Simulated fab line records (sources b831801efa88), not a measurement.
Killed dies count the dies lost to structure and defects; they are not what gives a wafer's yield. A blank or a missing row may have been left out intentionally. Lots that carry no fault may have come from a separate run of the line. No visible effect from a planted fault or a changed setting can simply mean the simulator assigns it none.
Which tool was responsible? ; flow gf180mcu ; 39 wafers from 13 lots sampled at 4 of the route's 602 steps

## WHAT EACH GAUGE READ, for each wafer
GF_M3_RS_MEAS_05: the measuring method here is four-point-probe.
lot;measured;on;M3_ALCU_RS (ohm/sq)
L962;day 20 23:15;film metro-03;0.0699 0.0712 0.0688
L963;day 21 02:38;film metro-02;0.0685 0.0694 0.0705
L965;day 21 22:34;film metro-02;0.0721 0.0720 0.0712
L967;day 22 11:35;film metro-03;0.0697 0.0703 0.0694
L968;day 23 05:51;film metro-03;0.0689 0.0677 0.0688
L969;day 23 10:40;film metro-03;0.0689 0.0692 0.0694
L970;day 23 13:00;film metro-03;0.0714 0.0688 0.0694
L971;day 24 05:04;film metro-01;0.0699 0.0708 0.0696
L975;day 25 07:04;film metro-03;0.0697 0.0689 0.0696
L976;day 25 15:42;film metro-03;0.0703 0.0690 0.0687
L980;day 26 23:06;film metro-02;0.0709 0.0710 0.0699
L981;day 27 02:55;film metro-02;0.0690 0.0695 0.0686
L983;day 27 22:43;film metro-02;0.0685 0.0686 0.0693

## WHICH TOOL RAN EACH LOT (tool, then ch and the chambers of the sampled wafers, then the start)
lot;GF_V2_CVD_23;GF_M3_SPUTTER_00;GF_M3_SPUTTER_01
L962;cvd w-01 ch 0,1, day 20 22:26;pvd sputter-02, day 20 22:59;pvd sputter-02, day 20 23:05
L963;cvd w-02 ch 0,1, day 21 01:48;pvd sputter-01, day 21 02:24;pvd sputter-01, day 21 02:30
L965;cvd w-01 ch 0, day 21 21:38;pvd sputter-03, day 21 22:20;pvd sputter-03, day 21 22:26
L967;cvd w-02 ch 0,1, day 22 10:45;pvd sputter-01, day 22 11:21;pvd sputter-01, day 22 11:27
L968;cvd w-02 ch 0,1, day 23 04:58;pvd sputter-02, day 23 05:38;pvd sputter-02, day 23 05:44
L969;cvd w-01 ch 0,1, day 23 09:50;pvd sputter-02, day 23 10:26;pvd sputter-02, day 23 10:32
L970;cvd w-01 ch 0,1, day 23 12:11;pvd sputter-02, day 23 12:46;pvd sputter-02, day 23 12:52
L971;cvd w-01 ch 0,1, day 24 04:14;pvd sputter-03, day 24 04:48;pvd sputter-03, day 24 04:54
L975;cvd w-02 ch 0,1, day 25 06:14;pvd sputter-03, day 25 06:50;pvd sputter-03, day 25 06:56
L976;cvd w-02 ch 0,1, day 25 14:53;pvd sputter-02, day 25 15:29;pvd sputter-02, day 25 15:35
L980;cvd w-02 ch 0,1, day 26 22:05;pvd sputter-03, day 26 22:53;pvd sputter-03, day 26 22:59
L981;cvd w-02 ch 0,1, day 27 02:06;pvd sputter-02, day 27 02:41;pvd sputter-02, day 27 02:47
L983;cvd w-02 ch 0, day 27 21:54;pvd sputter-02, day 27 22:30;pvd sputter-02, day 27 22:36
- GF_V2_CVD_23: deposits W, target thk 350 nm, time 104.94 s.
- GF_M3_SPUTTER_00: material Ti, target thk 37.5 nm, time 150 s.
- GF_M3_SPUTTER_01: material TiN, target thk 30 nm, time 25 s.

## AS READ BY THE TOOLS THEMSELVES (means over the sampled wafers that have a number; for cases with no such wafer, the mark the record gives instead)
GF_V2_CVD_23.
lot;tool;heater power w (W)
L962;cvd w-01;934
L963;cvd w-02;834
L965;cvd w-01;979
L967;cvd w-02;836
L968;cvd w-02;882
L969;cvd w-01;944
L970;cvd w-01;889
L971;cvd w-01;938
L975;cvd w-02;897
L976;cvd w-02;841
L980;cvd w-02;897
L981;cvd w-02;833
L983;cvd w-02;933

GF_M3_SPUTTER_00.
lot;tool;cathode dc power W (W);throttle valve pct (%)
L962;pvd sputter-02;4000.0;29.6
L963;pvd sputter-01;4000.5;29.9
L965;pvd sputter-03;4000.5;29.4
L967;pvd sputter-01;4000.6;30.1
L968;pvd sputter-02;4000.2;30.0
L969;pvd sputter-02;4000.8;30.1
L970;pvd sputter-02;4000.5;30.1
L971;pvd sputter-03;4000.0;28.8
L975;pvd sputter-03;3096.2;29.5
L976;pvd sputter-02;4000.4;30.0
L980;pvd sputter-03;3096.5;29.5
L981;pvd sputter-02;4000.6;30.3
L983;pvd sputter-02;4000.5;29.9

GF_M3_SPUTTER_01.
lot;tool;cathode dc power W (W);throttle valve pct (%)
L962;pvd sputter-02;6500.4;29.6
L963;pvd sputter-01;6500.5;29.8
L965;pvd sputter-03;6500.5;29.4
L967;pvd sputter-01;6500.3;30.1
L968;pvd sputter-02;6499.7;29.8
L969;pvd sputter-02;6499.3;30.0
L970;pvd sputter-02;6500.6;29.9
L971;pvd sputter-03;6499.3;28.8
L975;pvd sputter-03;6499.6;29.5
L976;pvd sputter-02;6500.2;30.2
L980;pvd sputter-03;6498.7;29.2
L981;pvd sputter-02;6499.9;30.4
L983;pvd sputter-02;6499.6;30.0

## THE ANSWER, worked out from the rows above alone
Rule: the usual values come from the lots themselves. The widest of any qualifying gaps counts: lots, ordered by their means at a reading, are off when they make up no more than a third of the lots, leave a main group of 4 or more, and stand apart from it by 3 or more times the standard deviation of that group's means. Not used: any main group whose means are identical at the precision the tables above print for the reading. Also off: a lot with no number at a reading for which 4 or more lots have one. Any other lot the step has rows for is counted as sound. The gauges are gone through in route order, then the tools' own readings, and for those a lot's mean is taken as printed above. At the first step where some lot is off, the reading lying furthest off is the one used; lots without a number count as furthest.
Off at GF_M3_SPUTTER_00 (cathode dc power W): L975, L980. Main group: mean 4000.4 W, sd 0.24.
If a tool, at that step or one of the process steps before it, ran each lot that is off and ran no sound lot following the first of them, it fits. One fits: GF_M3_SPUTTER_00 on pvd sputter-03. Its last sound lot is L971 (day 24 04:48), its first lot that is off L975 (day 25 06:50): a fault that began between those two fits.
On the lots that are off, the tool's own readings at GF_M3_SPUTTER_00 differ by more than 5 times the standard deviation of the sound lots' means, which bears it out; cathode dc power W reads 3096.3 W there versus 4000.4 W on the sound lots.

## WHAT THE SIMULATOR HAD PUT IN
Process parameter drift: pvd sputter-03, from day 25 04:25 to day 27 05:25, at GF_M3_SPUTTER_00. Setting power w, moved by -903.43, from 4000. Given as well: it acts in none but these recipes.
Shown lots that were struck: L975, L980. This agrees with what the rule above found.
